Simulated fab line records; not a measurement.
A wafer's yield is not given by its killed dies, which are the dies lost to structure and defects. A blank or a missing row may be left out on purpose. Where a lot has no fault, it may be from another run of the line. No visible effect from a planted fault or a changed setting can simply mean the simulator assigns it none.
A struck lot beside a sound one    flow gf180mcu    21 out of 602 route steps
Sound: these wafers, L783.2, L783.3, L783.4. The struck wafers were L791.2, L791.3, L791.5. At the end, the cause is stated.
Each step with rows lists, per side, the tool, then ch with its chambers, then its first start. Under that, the readings that differ: sound wafers    struck wafers    difference of the means    sigmas: that difference in standard deviations of wafers without a fault.
alike: a reading whose means differ by less than 2 such deviations, as well as words and numbers matching on both sides. not compared: withheld readings; readings where some wafer has no value; bounds like >300 that might hide an equal value; numbers whose values overlap and for which the record gives no deviation.
Wherever a step has rows on one side only, a row that says differs or no value, or a row with sigmas, the two part there. Numbers that have no deviation but don't overlap get no sigmas and don't part them. A reading missing from all wafers of one side parts the sides only when that side holds two or more wafers.

GF_MIM_SPUTTER_02: material AlCu, target thk 450 nm, time 23.9 s.
  sound on pvd_sputter-02 at day 25 11:50; struck on pvd_sputter-01 at day 27 08:40
  alike: throttle_valve_pct
GF_MIM_SPUTTER_03: material Ti, target thk 10 nm, time 6.7 s.
  sound on pvd_sputter-02 at day 25 11:52; struck on pvd_sputter-01 at day 27 08:42
  alike: throttle_valve_pct
GF_MIM_SPUTTER_04: material TiN, target thk 50 nm, time 41.7 s.
  sound on pvd_sputter-02 at day 25 11:53; struck on pvd_sputter-01 at day 27 08:43
  alike: throttle_valve_pct
GF_MIM_CVD_05: deposits Si3N4, target thk 42 nm, time 29.086 s.
  sound on pecvd-02 ch 0,1,2, day 25 11:56; struck on pecvd-04 ch 0,1,2, day 27 08:46
reading             sound        struck       difference  sigmas
heater_power_w (W)  784 901 628  565 600 460  -229        -2
  alike: heater_power_outer_w
GF_MIM_THK_MEAS_06:
  sound on film_metro-03 at day 25 11:58; struck on film_metro-04 at day 27 08:49
  alike: MIM_CVD_05_THK
then, 2 steps without rows for these wafers: GF_MIM_SPUTTER_07 (material TiN, target thk 60 nm, time 50 s); GF_MIM_SPUTTER_08 (material AlCu, target thk 200 nm, time 10.6 s).
GF_MIM_SPUTTER_09: material TiN, target thk 35 nm, time 29.2 s.
  sound on pvd_sputter-04 at day 25 12:05; struck on pvd_sputter-02 at day 27 08:55
  alike: throttle_valve_pct
GF_MIM_RS_MEAS_10: uses a four-point probe to measure.
  sound on film_metro-02 at day 25 12:08; struck on film_metro-02 at day 27 09:02
  alike: MIM_ALCU_RS
GF_MIM_THK_MEAS_11: measures by xrf.
  sound on film_metro-02 at day 25 12:15; struck on film_metro-02 at day 27 09:09
reading            sound              struck             difference  sigmas
MIM_ALCU_THK (nm)  198.6 201.3 201.7  208.3 206.4 204.4  +5.8        +2
then, 2 steps without rows for these wafers: GF_MIM_DEHYDRATE_12 (time 60 s); GF_MIM_HMDS_13 (prime time 60 s).
GF_MIM_COAT_14: resist thk 1000 nm.
  sound on litho_track-04 ch 0, day 25 22:48; struck on litho_track-04 ch 0, day 27 19:09
reading                                   sound                 struck                difference  sigmas
spin_speed_rpm (rpm)                      2998.7 3000.7 2998.8  3773.6 3773.5 3772.1  +773.7      +99 or more
model.NOVOLAK_of_MIM_COAT_14.thk_nm (nm)  997.2 997.4 998.5     892.5 891.8 889.8     -106.3      
then, 4 steps without rows for these wafers: GF_MIM_SOFTBAKE_15 (time 60 s); GF_MIM_EXPOSE_16 (exposes mask FuseTop, target cd 2000 nm); GF_MIM_PEB_17; GF_MIM_DEVELOP_18 (develop time 60 s).
GF_MIM_METAL_ETCH_19: etches the open film in Cl2/BCl3, stops on Si3N4, target depth 324.5 nm, time 54.1 s.
  sound on rie_metal-04 ch 0,1, day 26 09:42; struck on rie_metal-04 ch 1, day 28 05:14
reading                                   sound                 struck                difference  sigmas
oes_product_au (a.u.)                     0.923 0.939 0.939     0.951 0.950 0.949     +0.016      +3
throttle_valve_pct (%)                    28.309 28.285 28.288  28.269 28.251 28.283  -0.026      -2
model.NOVOLAK_of_MIM_COAT_14.thk_nm (nm)  867.7 867.5 868.7     766 766.2 763.5       -103        
model.MIM.cd_nm (nm)                      2003 1999 2003        1990 1991 1988        -12         
  alike: drypump_motor_current_A
  not compared: rf_hours_counter_h
GF_MIM_STRIP_20: strips in O2/N2.
  sound on plasma_asher-01 ch 0,1, day 26 09:46; struck on plasma_asher-04 ch 0,1, day 28 05:22
reading                       sound              struck             difference  sigmas
oes_product_au (a.u.)         0.691 0.681 0.697  0.647 0.640 0.637  -0.048      -11
strip_time_to_endpoint_s (s)  11.20 11.19 11.22  10.00 9.98 9.95    -1.23       -29
  alike: drypump_motor_current_A, heater_power_w, o2_flow_sccm
  not compared: rf_hours_counter_h
then, 1 step without rows for these wafers: GF_MIM_STRIP_21 (strips in post etch residue remover, time 1200 s).
-- the record jumps here: 3 days lie between the struck wafers' starts before and after (it left off in module MIM and takes up again in module PASSIVATION, whose first step shown is number 602 of the route) --
GF_PASSIVATION_PROBE_99:
  record: rows for the struck wafers here (prober-02, day 31 15:05), none for the sound ones

== WHERE THEY PART ==
At GF_MIM_CVD_05 first; at GF_PASSIVATION_PROBE_99 last (within this record only).

WHY: whatever the simulator had introduced
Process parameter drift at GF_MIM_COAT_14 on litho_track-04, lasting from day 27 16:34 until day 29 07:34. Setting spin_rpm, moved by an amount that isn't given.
